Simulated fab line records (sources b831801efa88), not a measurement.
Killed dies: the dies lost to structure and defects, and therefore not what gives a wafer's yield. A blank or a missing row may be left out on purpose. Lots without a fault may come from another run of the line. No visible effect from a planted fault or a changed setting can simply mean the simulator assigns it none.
Chamber matching | flow sky130 | SKY_VIA2_ETCH_14 on rie diel-04 has 4 sister chambers
The step etches BARC in N2/H2, stops on SiO2, time 45.9 s, target depth 60 nm. 22 wafers are shown with their chamber, then 11 later ones without.

## WAFERS PAIRED WITH THEIR CHAMBERS
wafer  | chamber | drypump motor current A (A) | throttle valve pct (%) | oes product au (a.u.)
L075.1 | 2       | 5.80                        | 13.217                 | 0.850
L075.2 | 0       | 5.67                        | 13.219                 | 0.847
L075.5 | 0       | 5.67                        | 13.227                 | 0.845
L076.3 | 1       | 5.52                        | 13.232                 | 0.858
L076.4 | 2       | 5.82                        | 13.209                 | 0.860
L076.6 | 3       | 5.98                        | 13.217                 | 0.854
L078.1 | 2       | 5.82                        | 13.207                 | 0.857
L078.5 | 0       | 5.68                        | 13.223                 | 0.859
L078.6 | 3       | 5.98                        | 13.220                 | 0.854
L080.3 | 3       | 6.01                        | 13.221                 | 0.854
L080.4 | 1       | 5.53                        | 13.230                 | 0.858
L080.5 | 1       | 5.54                        | 13.234                 | 0.862
L082.1 | 1       | 5.52                        | 13.236                 | 0.851
L082.4 | 3       | 5.99                        | 13.230                 | 0.857
L082.5 | 2       | 5.85                        | 13.238                 | 0.857
L083.1 | 1       | 5.50                        | 13.219                 | 0.855
L083.4 | 1       | 5.51                        | 13.238                 | 0.854
L083.5 | 0       | 5.67                        | 13.230                 | 0.863
L090.1 | 2       | 5.84                        | 13.224                 | 0.855
L090.3 | 3       | 5.99                        | 13.235                 | 0.849
L090.4 | 3       | 5.99                        | 13.234                 | 0.858
L092.2 | 1       | 5.52                        | 13.227                 | 0.861

SIGNATURES, as means of the wafers listed above
reading                 | chamber 0 | chamber 1 | chamber 2 | chamber 3 | scatter within a chamber
drypump motor current A | 5.6725    | 5.5200    | 5.8260    | 5.9900    | 0.0133
throttle valve pct      | 13.22475  | 13.23086  | 13.21900  | 13.22617  | 0.00833
oes product au          | 0.85350   | 0.85700   | 0.85580   | 0.85433   | 0.00489
Rule: a wafer's distance from a chamber is the root of the sum, over the readings, of the square of ((its reading less the chamber's mean) divided by the reading's scatter). If the next closest chamber is less than 2 further off than the closest, the wafer can't be placed; otherwise it belongs to the closest. The scatter: take each reading less its chamber's mean, square it, sum over the shown wafers, divide by the number of wafers less the number of chambers, and take the root.

## WAFERS MISSING THEIR CHAMBER
wafer  | drypump motor current A (A) | throttle valve pct (%) | oes product au (a.u.)
L092.3 | 5.81                        | 13.213                 | 0.850
L092.5 | 5.98                        | 13.220                 | 0.859
L091.1 | 5.99                        | 13.237                 | 0.860
L091.5 | 5.52                        | 13.235                 | 0.859
L091.6 | 5.87                        | 13.224                 | 0.851
L094.2 | 5.55                        | 13.220                 | 0.858
L094.4 | 5.96                        | 13.227                 | 0.854
L094.6 | 5.98                        | 13.243                 | 0.852
L096.2 | 5.53                        | 13.211                 | 0.850
L096.4 | 5.79                        | 13.217                 | 0.856
L096.5 | 5.96                        | 13.222                 | 0.853

## WHICH CHAMBER EACH ONE RAN IN
wafer  | from the rows above | in truth
L092.3 | 2                   | 2
L092.5 | 3                   | 3
L091.1 | 3                   | 3
L091.5 | 1                   | 1
L091.6 | 2                   | 2
L094.2 | 1                   | 1
L094.4 | 3                   | 3
L094.6 | 3                   | 3
L096.2 | 1                   | 1
L096.4 | 2                   | 2
L096.5 | 3                   | 3
Placed correctly: 11 of 11. Can't be placed from these rows: 0. Placed wrongly: 0.
